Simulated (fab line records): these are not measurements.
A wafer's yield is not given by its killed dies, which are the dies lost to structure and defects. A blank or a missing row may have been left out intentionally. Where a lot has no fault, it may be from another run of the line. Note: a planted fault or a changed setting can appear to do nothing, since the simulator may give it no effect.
One fault through the eyes of 2 desks / flow sfq_line / each desk has only its own numbers; what lay behind them comes last

FROM THE METROLOGY DESK
Lot by lot, what the gauges showed, no matter which tool ran the lot: averages of those sampled wafers that carry a number. Any lot whose mean is over 4 standard deviations away from the usual mean is out of limits and marked OUT; that distance is given in the brackets.
Columns: A = I6_BOW at SFQ_I6_BOW_MEAS_941, usual 9 um; B = M8_AU_RS at SFQ_M8_RS_MEAS_949, usual 0.1530 ohm/sq; C = M8_AU_THK at SFQ_M8_THK_MEAS_950, usual 180.2 nm
lot=L590; first seen here=day 76 05:35; A=-2; B=0.1520; C=182.1
lot=L591; first seen here=day 76 08:35; A=11; B=0.1535; C=178.7
lot=L592; first seen here=day 76 10:43; A=-1; B=0.1517; C=180.9
lot=L593; first seen here=day 76 11:38; A=12; B=0.1547; C=178.5
lot=L594; first seen here=day 76 14:35; A=14; B=0.1516; C=181.7
lot=L596; first seen here=day 77 00:32; A=8; B=0.1527; C=180.3
lot=L597; first seen here=day 77 03:25; A=13; B=0.1553; C=177.6
lot=L599; first seen here=day 77 09:34; A=9; B=0.1555; C=176.8
lot=L600; first seen here=day 77 12:51; A=6; B=0.1535; C=179.8
lot=L604; first seen here=day 78 03:53; A=8; B=0.1442 (-4.2) OUT; C=192.3 (+4.9) OUT
lot=L605; first seen here=day 78 06:51; A=3; B=0.1525; C=180.5
lot=L606; first seen here=day 78 12:52; A=7; B=0.1424 (-5.0) OUT; C=194.9 (+5.9) OUT
lot=L607; first seen here=day 78 18:22; A=10; B=0.1541; C=178.8
lot=L613; first seen here=day 82 17:01; A=13; B=0.1552; C=177.5
Per this desk, out of limits: L604, L606; the first was L604, day 85 18:58 (M8_AU_RS at SFQ_M8_RS_MEAS_949). In limits: L590, L591, L592, L593, L594, L596, L597, L599, L600, L605, L607, L613.

THE TOOL OWNER'S DESK: pvd_sputter-01
The tool's own readings at SFQ_TRILAYER_M8_DEP_EVAP_196 (material Au, target thk 180 nm, time 900 s): means of the sampled wafers that have a number, for each lot that ran on this tool. Any lot whose mean is over 4 standard deviations away from the usual mean is out of limits and marked OUT; that distance is given in the brackets.
Columns: A = cathode_dc_power_W at SFQ_TRILAYER_M8_DEP_EVAP_196, usual 2000.0 W
lot=L590; first seen here=day 81 07:35; A=2000.2
lot=L592; first seen here=day 84 13:11; A=1999.9
lot=L594; first seen here=day 84 21:16; A=2000.1
lot=L596; first seen here=day 85 02:03; A=2000.4
lot=L600; first seen here=day 85 07:36; A=2000.1
lot=L604; first seen here=day 85 18:24; A=2000.4
lot=L606; first seen here=day 86 02:04; A=1999.7
Result from this desk: across the 7 lots, nothing is out of limits.

ALL TOGETHER
Metrology desk: alarm possible at day 85 18:58 on L604, L606.
The tool owner's desk saw nothing out of limits.
Tool owner's desk: L604, L606 on record, inside its limits.
SFQ_TRILAYER_M8_DEP_EVAP_196 was run on pvd_sputter-01 by each of the lots named.

WHAT HAD BEEN PUT IN BY THE SIMULATOR
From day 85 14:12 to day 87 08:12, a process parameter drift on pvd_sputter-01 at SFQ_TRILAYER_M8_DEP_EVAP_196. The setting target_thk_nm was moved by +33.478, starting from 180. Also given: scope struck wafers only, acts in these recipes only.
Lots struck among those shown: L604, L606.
Time in hours between the start of the fault and the first out-of-limits reading at each desk: metrology desk, 5.
